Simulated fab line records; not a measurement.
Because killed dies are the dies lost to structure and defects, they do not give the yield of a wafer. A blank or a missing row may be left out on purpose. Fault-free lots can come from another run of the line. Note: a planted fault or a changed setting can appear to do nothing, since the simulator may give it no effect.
A lot that was struck, set against a sound lot | flow gf180mcu | 15 out of 602 route steps
Sound: these wafers, L924.4, L924.5, L924.6. Wafers L932.1, L932.5, L932.6 were the ones struck. At the end, the cause is stated.
Order at every step that has rows: each side's tool, ch and its chambers, its first start. Under that, the readings that differ: sound wafers | struck wafers | difference of the means | sigmas: that difference in standard deviations of wafers without a fault.
alike: words and numbers the same on both sides, and readings whose means are apart by under 2 such deviations; not compared: readings that were withheld, readings missing a value for some wafer, numbers with overlapping values and no deviation given by the record, and bounds like >300 which may hide the same value.
A row with sigmas, a row that says differs or no value, or rows on one side alone: a step with any of these is where the two part. Numbers that don't overlap but have no deviation are shown without sigmas and don't part them. A reading that every wafer of one side lacks parts them only if that side has two wafers or more.

first, 3 steps without rows for these wafers: GF_CONTACT_EXPOSE_11 (exposes mask Contact, target cd 220 nm); GF_CONTACT_PEB_12 (peb time 90 s); GF_CONTACT_DEVELOP_13 (develop time 60 s).
GF_CONTACT_CD_MEAS_14: target cd 220 nm.
  struck on cd_sem-01, day 22 00:56; sound on cd_sem-01, day 19 10:04
  alike: cd_nm
GF_CONTACT_OVL_MEAS_15:
  struck on overlay-02, day 22 01:04; sound on overlay-02, day 19 10:09
  reading          | sound   | struck   | difference | sigmas
  CONTACT_OVL (nm) | -6 -4 2 | 15 12 13 | +16        | +3
GF_CONTACT_ETCH_16: etches BARC in N2/H2.
  sound on rie_diel-01 ch 0,1,2, day 19 10:11; struck on rie_diel-01 ch 0,3, day 22 01:05
  alike: drypump_motor_current_A, oes_product_au, throttle_valve_pct
GF_CONTACT_ETCH_17: etches SiO2 in C4F8/O2/Ar, stops on CoSi2, target depth 860 nm.
  sound on rie_diel-01 ch 0,1,2; struck on rie_diel-01 ch 0,3
  alike: oes_product_au
GF_CONTACT_STRIP_18: strips in O2/N2.
  sound on plasma_asher-04 ch 0,1, day 19 10:22; struck on plasma_asher-04 ch 0,1, day 22 01:19
  alike: drypump_motor_current_A, heater_power_w, oes_product_au, platen_temp_c
  not compared: rf_hours_counter_h
then, 3 steps without rows for these wafers: GF_CONTACT_CLEAN_19 (cleans in SPM); GF_CONTACT_CLEAN_20 (cleans in DIW); GF_CONTACT_CLEAN_21 (cleans in dHF, time 20 s).
GF_CONTACT_SPUTTER_22: material Ti, target thk 15 nm, time 80.02 s.
  struck on pvd_sputter-01, day 22 01:38; sound on pvd_sputter-02, day 19 10:38
  alike: cathode_dc_power_W, chamber_pressure_pa, throttle_valve_pct
GF_CONTACT_SPUTTER_23: material TiN, target thk 10 nm, time 40 s.
  struck on pvd_sputter-01, day 22 01:41; sound on pvd_sputter-02, day 19 10:41
  no value came back on the struck wafers for cathode_dc_power_W (W), chamber_pressure_pa (Pa), throttle_valve_pct (%); on the sound wafers cathode_dc_power_W (W) reads 3999.9 3999.0 3999.4
GF_CONTACT_CVD_24: deposits W, target thk 300 nm, time 90.339 s.
  sound on cvd_w-02 ch 0,1, day 19 10:46; struck on cvd_w-01 ch 0,1, day 22 01:44
  alike: chamber_pressure_Torr, heater_power_w, susceptor_temp_C
-- the record jumps here: 11 days lie between the struck wafers' starts before and after (it left off in module CONTACT and takes up again in module PASSIVATION, whose first step shown is number 602 of the route) --
GF_PASSIVATION_PROBE_99:
  record: rows for the struck wafers here (prober-02, day 33 12:55), none for the sound ones

== WHERE THEY PART ==
First at GF_CONTACT_OVL_MEAS_15; last, within this record, at GF_PASSIVATION_PROBE_99.

WHY: what the simulator had put in
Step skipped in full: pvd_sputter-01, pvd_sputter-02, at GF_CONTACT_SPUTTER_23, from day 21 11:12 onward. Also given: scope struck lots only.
